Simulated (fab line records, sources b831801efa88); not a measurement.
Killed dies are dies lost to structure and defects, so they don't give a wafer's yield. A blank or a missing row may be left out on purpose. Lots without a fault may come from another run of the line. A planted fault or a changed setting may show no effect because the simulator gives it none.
Chamber matching | flow gf180mcu | GF_V4_CMP_26 on cmp-02: 4 sister chambers
The step polishes, stops on SiO2, t overpolish 15 s, target thk 0 nm. 14 wafers are shown with their chamber, then 7 later ones without.

WAFERS WITH THEIR CHAMBER
wafer  | chamber | motor_current_A (A) | overpolish_run_s (s) | time_to_endpoint_s (s)
L548.1 | 0       | 12.5                | 14.993               | 89
L548.4 | 2       | 15.2                | 14.997               | 89
L548.6 | 3       | 13.6                | 14.990               | 85
L549.1 | 3       | 14.1                | 14.998               | 87
L549.3 | 2       | 15.3                | 15.014               | 92
L549.6 | 2       | 14.2                | 14.995               | 92
L559.1 | 3       | 14.2                | 15.010               | 92
L559.4 | 1       | 8.8                 | 15.009               | 93
L559.5 | 2       | 14.4                | 15.007               | 98
L561.3 | 3       | 13.3                | 15.003               | 92
L561.4 | 1       | 9.1                 | 15.007               | 86
L561.5 | 0       | 13.2                | 15.001               | 93
L563.1 | 3       | 13.1                | 14.991               | 89
L563.3 | 1       | 8.9                 | 15.000               | 87

SIGNATURES (means of the wafers above)
reading            | chamber 0 | chamber 1 | chamber 2 | chamber 3 | scatter within a chamber
motor_current_A    | 12.850    | 8.933     | 14.775    | 13.660    | 0.464
overpolish_run_s   | 14.99700  | 15.00533  | 15.00325  | 14.99840  | 0.00771
time_to_endpoint_s | 91.00     | 88.67     | 92.75     | 89.00     | 3.43
Rule: a wafer's distance from a chamber is the root of the sum, over the readings, of the square of ((its reading less the chamber's mean) divided by the reading's scatter). The wafer belongs to the nearest chamber; if the next one is less than 2 further off, it can't be placed. The scatter: the root of (the sum of the squares of (reading less its chamber's mean) over the shown wafers, divided by (wafers less chambers)).

WAFERS WITHOUT THEIR CHAMBER
wafer  | motor_current_A (A) | overpolish_run_s (s) | time_to_endpoint_s (s)
L563.6 | 15.0                | 15.005               | 93
L564.2 | 14.5                | 15.017               | 94
L564.4 | 13.2                | 14.995               | 96
L564.6 | 15.2                | 15.001               | 90
L565.1 | 13.9                | 14.990               | 89
L565.3 | 13.7                | 14.990               | 97
L565.6 | 8.3                 | 15.006               | 85

WHICH CHAMBER EACH WENT THROUGH
wafer  | from the rows above          | in truth
L563.6 | 2                            | 2
L564.2 | can't be placed: 2 or 3      | 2
L564.4 | can't be placed: 0 or 3      | 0
L564.6 | 2                            | 2
L565.1 | can't be placed: 3 or 0 or 2 | 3
L565.3 | can't be placed: 3 or 0 or 2 | 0
L565.6 | 1                            | 1
Placed correctly: 3 of 7. Can't be placed from these rows: 4 (the true chamber is among the candidates in 4). Placed wrongly: 0.
